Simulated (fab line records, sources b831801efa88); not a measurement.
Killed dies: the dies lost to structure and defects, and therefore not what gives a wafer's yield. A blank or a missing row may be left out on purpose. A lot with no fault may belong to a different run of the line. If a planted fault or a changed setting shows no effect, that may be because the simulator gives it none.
Chamber matching -- flow gf180mcu -- 4 sister chambers for GF_POLY_GATE_ETCH_13 on rie_si-01
The step etches poly-Si in HBr/Cl2, stops on SiO2, target depth 198.5 nm, time 69.6 s. 4 wafers are shown with their chamber, then 7 later ones without.

== EACH WAFER AND ITS CHAMBER ==
wafer,chamber,drypump_motor_current_A (A)
L602.3,1,6.0
L607.3,2,6.0
L608.2,0,4.9
L608.3,3,4.8

== WAFERS WITHOUT THEIR CHAMBER ==
wafer,drypump_motor_current_A (A)
L608.5,4.8
L617.2,4.9
L617.4,5.9
L617.6,4.8
L621.3,6.0
L621.4,4.9
L621.6,4.8

== WHICH CHAMBER EACH WENT THROUGH ==
wafer,from the rows above,in truth
L608.5,3,3
L617.2,0,0
L617.4,can't be placed: 1 or 2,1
L617.6,3,3
L621.3,can't be placed: 1 or 2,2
L621.4,0,0
L621.6,3,3
5 of 7 placed correctly. Not placeable from these rows: 2 (in 2, the candidates include the true chamber). Wrongly placed: 0.
How it was worked out, from the rows above alone: a wafer's distance from a chamber is the root of the sum, over the readings, of the square of ((its reading less the chamber's mean) divided by the reading's scatter). If the next closest chamber is less than 2 further off than the closest, the wafer can't be placed; otherwise it belongs to the closest. For every chamber, the mean is computed from those of its wafers that are shown. The scatter: with one shown wafer a chamber, the root of the mean of the squares of how far each hidden wafer lies from its nearest shown one.
